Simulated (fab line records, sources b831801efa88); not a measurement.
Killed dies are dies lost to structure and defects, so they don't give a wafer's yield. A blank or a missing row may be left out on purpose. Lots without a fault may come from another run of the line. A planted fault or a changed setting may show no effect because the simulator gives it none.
Chamber matching | flow gf180mcu | GF_V1_CMP_04 on cmp-02: 4 sister chambers
The step polishes SiO2. 18 wafers are shown with their chamber, then 9 later ones without.

WAFERS WITH THEIR CHAMBER
wafer  | chamber | motor_current_A (A) | time_to_endpoint_s (s)
L536.1 | 1       | 12.8                | 83
L536.4 | 3       | 11.0                | 88
L536.5 | 1       | 12.1                | 87
L537.2 | 2       | 13.1                | 82
L537.4 | 0       | 10.2                | 83
L537.6 | 2       | 12.5                | 82
L538.2 | 0       | 10.7                | 70
L538.3 | 1       | 11.9                | 71
L538.6 | 3       | 11.2                | 78
L539.1 | 3       | 11.1                | 82
L539.3 | 1       | 12.6                | 76
L539.4 | 0       | 10.0                | 85
L543.3 | 2       | 12.1                | 77
L543.5 | 1       | 12.2                | 80
L543.6 | 0       | 9.7                 | 81
L545.1 | 2       | 12.6                | 70
L545.4 | 0       | 10.9                | 75
L545.6 | 0       | 10.4                | 74

SIGNATURES (means of the wafers above)
reading            | chamber 0 | chamber 1 | chamber 2 | chamber 3 | scatter within a chamber
motor_current_A    | 10.317    | 12.320    | 12.575    | 11.100    | 0.384
time_to_endpoint_s | 78.00     | 79.40     | 77.75     | 82.67     | 5.81
Rule: a wafer's distance from a chamber is the root of the sum, over the readings, of the square of ((its reading less the chamber's mean) divided by the reading's scatter). The wafer belongs to the nearest chamber; if the next one is less than 2 further off, it can't be placed. The scatter: the root of (the sum of the squares of (reading less its chamber's mean) over the shown wafers, divided by (wafers less chambers)).

WAFERS WITHOUT THEIR CHAMBER
wafer  | motor_current_A (A) | time_to_endpoint_s (s)
L552.1 | 13.0                | 80
L552.3 | 10.4                | 76
L552.4 | 12.1                | 83
L553.2 | 11.5                | 84
L553.3 | 11.7                | 79
L553.6 | 11.8                | 87
L555.1 | 12.3                | 89
L555.2 | 10.4                | 81
L555.5 | 12.8                | 87

WHICH CHAMBER EACH WENT THROUGH
wafer  | from the rows above               | in truth
L552.1 | can't be placed: 2 or 1           | 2
L552.3 | can't be placed: 0 or 3           | 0
L552.4 | can't be placed: 1 or 2 or 3      | 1
L553.2 | can't be placed: 3 or 1 or 2      | 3
L553.3 | can't be placed: 1 or 3 or 2 or 0 | 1
L553.6 | can't be placed: 1 or 3 or 2      | 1
L555.1 | can't be placed: 1 or 2 or 3      | 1
L555.2 | can't be placed: 0 or 3           | 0
L555.5 | can't be placed: 2 or 1           | 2
Placed correctly: 0 of 9. Can't be placed from these rows: 9 (the true chamber is among the candidates in 9). Placed wrongly: 0.
